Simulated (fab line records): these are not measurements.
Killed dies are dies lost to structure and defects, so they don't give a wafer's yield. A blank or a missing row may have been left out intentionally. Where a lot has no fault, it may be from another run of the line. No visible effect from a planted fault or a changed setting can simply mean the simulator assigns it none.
Which of the tools did it? || flow gf180mcu || 11 lots with 33 wafers sampled at 3 steps, on a route of 602 steps

== WHAT EACH GAUGE READ, for each wafer ==
GF_M2_RS_MEAS_05: the measuring method here is four-point-probe.
{"lot": "L595", "measured": "day 18 01:47", "on": "film_metro-01", "M2_ALCU_RS (ohm/sq)": "0.0694 0.0699 0.0696"}
{"lot": "L596", "measured": "day 18 13:17", "on": "film_metro-02", "M2_ALCU_RS (ohm/sq)": "0.0684 0.0685 0.0692"}
{"lot": "L597", "measured": "day 19 17:10", "on": "film_metro-01", "M2_ALCU_RS (ohm/sq)": "0.0695 0.0703 0.0697"}
{"lot": "L598", "measured": "day 19 20:19", "on": "film_metro-01", "M2_ALCU_RS (ohm/sq)": "0.0686 0.0690 0.0692"}
{"lot": "L600", "measured": "day 20 05:24", "on": "film_metro-02", "M2_ALCU_RS (ohm/sq)": "0.0689 0.0698 0.0693"}
{"lot": "L607", "measured": "day 22 12:44", "on": "film_metro-02", "M2_ALCU_RS (ohm/sq)": "0.0692 0.0690 0.0693"}
{"lot": "L610", "measured": "day 23 17:29", "on": "film_metro-01", "M2_ALCU_RS (ohm/sq)": "0.0681 0.0681 0.0677"}
{"lot": "L612", "measured": "day 25 08:14", "on": "film_metro-03", "M2_ALCU_RS (ohm/sq)": "0.0693 0.0689 0.0694"}
{"lot": "L614", "measured": "day 25 10:23", "on": "film_metro-02", "M2_ALCU_RS (ohm/sq)": "0.0689 0.0689 0.0693"}
{"lot": "L617", "measured": "day 25 16:59", "on": "film_metro-02", "M2_ALCU_RS (ohm/sq)": "0.0703 0.0699 0.0699"}
{"lot": "L618", "measured": "day 26 12:05", "on": "film_metro-03", "M2_ALCU_RS (ohm/sq)": "0.0696 0.0700 0.0693"}

== WHICH TOOL RAN EACH LOT (tool, then ch and the chambers of the sampled wafers, then the start) ==
{"lot": "L595", "GF_V1_CMP_26": "cmp-02 ch 0,2,3, day 18 01:19", "GF_M2_SPUTTER_02": "pvd_sputter-02, day 18 01:38"}
{"lot": "L596", "GF_V1_CMP_26": "cmp-01 ch 0,3, day 18 12:46", "GF_M2_SPUTTER_02": "pvd_sputter-02, day 18 13:09"}
{"lot": "L597", "GF_V1_CMP_26": "cmp-01 ch 0,3, day 19 16:38", "GF_M2_SPUTTER_02": "pvd_sputter-04, day 19 17:04"}
{"lot": "L598", "GF_V1_CMP_26": "cmp-02 ch 0,1,2, day 19 19:54", "GF_M2_SPUTTER_02": "pvd_sputter-02, day 19 20:14"}
{"lot": "L600", "GF_V1_CMP_26": "cmp-02 ch 0,1,2, day 20 04:52", "GF_M2_SPUTTER_02": "pvd_sputter-03, day 20 05:17"}
{"lot": "L607", "GF_V1_CMP_26": "cmp-02 ch 1,2,3, day 22 12:13", "GF_M2_SPUTTER_02": "pvd_sputter-04, day 22 12:38"}
{"lot": "L610", "GF_V1_CMP_26": "cmp-01 ch 0,2,3, day 23 16:56", "GF_M2_SPUTTER_02": "pvd_sputter-02, day 23 17:23"}
{"lot": "L612", "GF_V1_CMP_26": "cmp-01 ch 0,1,3, day 25 07:41", "GF_M2_SPUTTER_02": "pvd_sputter-03, day 25 08:07"}
{"lot": "L614", "GF_V1_CMP_26": "cmp-02 ch 0,1,3, day 25 09:52", "GF_M2_SPUTTER_02": "pvd_sputter-04, day 25 10:18"}
{"lot": "L617", "GF_V1_CMP_26": "cmp-02 ch 0,1, day 25 16:31", "GF_M2_SPUTTER_02": "pvd_sputter-04, day 25 16:54"}
{"lot": "L618", "GF_V1_CMP_26": "cmp-01 ch 0,2,3, day 26 11:34", "GF_M2_SPUTTER_02": "pvd_sputter-02, day 26 11:59"}
- GF_V1_CMP_26: polishes, stops on SiO2, t overpolish 15 s, target thk 0 nm.
- GF_M2_SPUTTER_02: material AlCu, target thk 450 nm, time 23.9 s.

== AS READ BY THE TOOLS THEMSELVES (means over the sampled wafers that have a number; for cases with no such wafer, the mark the record gives instead) ==
GF_V1_CMP_26.
{"lot": "L595", "tool": "cmp-02", "edge_zone_pressure_frac": 1.000, "motor_current_A (A)": 11.3, "overpolish_run_s (s)": 15.006, "time_to_endpoint_s (s)": 83.1}
{"lot": "L596", "tool": "cmp-01", "edge_zone_pressure_frac": 1.004, "motor_current_A (A)": 10.7, "overpolish_run_s (s)": 14.999, "time_to_endpoint_s (s)": 88.3}
{"lot": "L597", "tool": "cmp-01", "edge_zone_pressure_frac": 0.998, "motor_current_A (A)": 11.0, "overpolish_run_s (s)": 15.004, "time_to_endpoint_s (s)": 87.3}
{"lot": "L598", "tool": "cmp-02", "edge_zone_pressure_frac": 1.003, "motor_current_A (A)": 11.5, "overpolish_run_s (s)": 15.002, "time_to_endpoint_s (s)": 84.9}
{"lot": "L600", "tool": "cmp-02", "edge_zone_pressure_frac": 1.005, "motor_current_A (A)": 11.4, "overpolish_run_s (s)": 15.000, "time_to_endpoint_s (s)": 86.0}
{"lot": "L607", "tool": "cmp-02", "edge_zone_pressure_frac": 0.998, "motor_current_A (A)": 10.9, "overpolish_run_s (s)": 15.001, "time_to_endpoint_s (s)": 87.3}
{"lot": "L610", "tool": "cmp-01", "edge_zone_pressure_frac": 1.003, "motor_current_A (A)": 11.0, "overpolish_run_s (s)": 14.997, "time_to_endpoint_s (s)": 84.2}
{"lot": "L612", "tool": "cmp-01", "edge_zone_pressure_frac": 0.998, "motor_current_A (A)": 11.0, "overpolish_run_s (s)": 15.004, "time_to_endpoint_s (s)": 87.0}
{"lot": "L614", "tool": "cmp-02", "edge_zone_pressure_frac": 0.995, "motor_current_A (A)": 11.1, "overpolish_run_s (s)": 15.000, "time_to_endpoint_s (s)": 86.6}
{"lot": "L617", "tool": "cmp-02", "edge_zone_pressure_frac": 1.003, "motor_current_A (A)": 11.6, "overpolish_run_s (s)": 15.004, "time_to_endpoint_s (s)": 85.2}
{"lot": "L618", "tool": "cmp-01", "edge_zone_pressure_frac": 1.003, "motor_current_A (A)": 10.6, "overpolish_run_s (s)": 14.993, "time_to_endpoint_s (s)": 89.9}

GF_M2_SPUTTER_02.
{"lot": "L595", "tool": "pvd_sputter-02", "throttle_valve_pct (%)": 29.8}
{"lot": "L596", "tool": "pvd_sputter-02", "throttle_valve_pct (%)": 30.8}
{"lot": "L597", "tool": "pvd_sputter-04", "throttle_valve_pct (%)": 30.7}
{"lot": "L598", "tool": "pvd_sputter-02", "throttle_valve_pct (%)": 30.8}
{"lot": "L600", "tool": "pvd_sputter-03", "throttle_valve_pct (%)": 30.2}
{"lot": "L607", "tool": "pvd_sputter-04", "throttle_valve_pct (%)": 30.2}
{"lot": "L610", "tool": "pvd_sputter-02", "throttle_valve_pct (%)": 31.6}
{"lot": "L612", "tool": "pvd_sputter-03", "throttle_valve_pct (%)": 30.3}
{"lot": "L614", "tool": "pvd_sputter-04", "throttle_valve_pct (%)": 30.3}
{"lot": "L617", "tool": "pvd_sputter-04", "throttle_valve_pct (%)": 30.4}
{"lot": "L618", "tool": "pvd_sputter-02", "throttle_valve_pct (%)": 30.4}

== THE ANSWER, worked out from the rows above alone ==
Rule: what is usual is taken from the lots themselves. The widest of any qualifying gaps counts: lots, ordered by their means at a reading, are off when they make up no more than a third of the lots, leave a main group of 4 or more, and stand apart from it by 3 or more times the standard deviation of that group's means. A main group is skipped when, at the precision printed for the reading in the tables above, its means are all equal. A lot without any number at a reading at which 4 lots or more have one is off too. All remaining lots with rows at the step are treated as sound. After the gauges, taken in route order, come the tools' own readings; for these a lot's mean is taken, as printed above. At the first step where some lot is off, the reading lying furthest off is the one used; lots without a number count as furthest.
Across all readings shown, no lot is off: no conclusion can be drawn from this.

== WHAT THE SIMULATOR PUT IN ==
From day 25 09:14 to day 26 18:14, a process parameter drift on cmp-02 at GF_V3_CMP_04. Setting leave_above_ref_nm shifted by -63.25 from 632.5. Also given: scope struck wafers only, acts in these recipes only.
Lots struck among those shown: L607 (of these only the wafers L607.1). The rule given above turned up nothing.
